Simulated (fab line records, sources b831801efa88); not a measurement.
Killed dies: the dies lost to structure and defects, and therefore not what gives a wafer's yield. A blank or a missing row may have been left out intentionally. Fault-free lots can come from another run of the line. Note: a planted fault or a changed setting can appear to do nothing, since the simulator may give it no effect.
Chamber matching + flow gf180mcu + GF_V4_CVD_02 on pecvd-03: 3 sister chambers
The step deposits SiO2 from TEOS, target thk 850 nm, time 94.851 s. 6 wafers are shown with their chamber, then 12 later ones without.

## EACH WAFER AND ITS CHAMBER
| wafer  | chamber | heater-power-w (W) | heater-power-outer-w (W) |
|--------|---------|--------------------|--------------------------|
| L085.2 | 0       | 647                | 410                      |
| L088.5 | 1       | 780                | 442                      |
| L088.6 | 0       | 651                | 399                      |
| L089.1 | 2       | 653                | 401                      |
| L089.5 | 2       | 690                | 428                      |
| L089.6 | 1       | 779                | 390                      |

## WAFERS WHOSE CHAMBER IS MISSING
| wafer  | heater-power-w (W) | heater-power-outer-w (W) |
|--------|--------------------|--------------------------|
| L091.4 | 597                | 361                      |
| L091.5 | 598                | 340                      |
| L091.6 | 772                | 426                      |
| L092.1 | 680                | 435                      |
| L092.3 | 627                | 384                      |
| L092.4 | 743                | 445                      |
| L095.1 | 788                | 432                      |
| L095.2 | 710                | 449                      |
| L095.3 | 622                | 376                      |
| L097.2 | 683                | 336                      |
| L097.3 | 638                | 383                      |
| L097.5 | 688                | 416                      |

## CHAMBER TAKEN BY EACH
| wafer  | from the rows above          | in truth                   |
|--------|------------------------------|----------------------------|
| L091.4 | can't be placed: 0 or 2      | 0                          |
| L091.5 | can't be placed: 0 or 2      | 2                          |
| L091.6 | 1                            | 1                          |
| L092.1 | can't be placed: 2 or 0      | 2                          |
| L092.3 | can't be placed: 0 or 2      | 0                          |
| L092.4 | 1                            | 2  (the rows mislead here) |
| L095.1 | 1                            | 1                          |
| L095.2 | can't be placed: 2 or 0 or 1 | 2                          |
| L095.3 | can't be placed: 0 or 2      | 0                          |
| L097.2 | can't be placed: 2 or 0      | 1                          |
| L097.3 | can't be placed: 0 or 2      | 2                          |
| L097.5 | can't be placed: 2 or 0      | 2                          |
Correct placement for 2 of the 12. Not placeable from these rows: 9 (in 8, the candidates include the true chamber). Wrongly placed: 1.
How it was worked out, from the rows above alone: a wafer's distance from a chamber is the root of the sum, over the readings, of the square of ((its reading less the chamber's mean) divided by the reading's scatter). The wafer belongs to the nearest chamber; if the next one is less than 2 further off, it can't be placed. For every chamber, the mean is computed from those of its wafers that are shown. How the scatter is found: for the shown wafers, subtract from each reading the mean of its chamber, square and add these, divide the total by (wafers less chambers), then take the root.
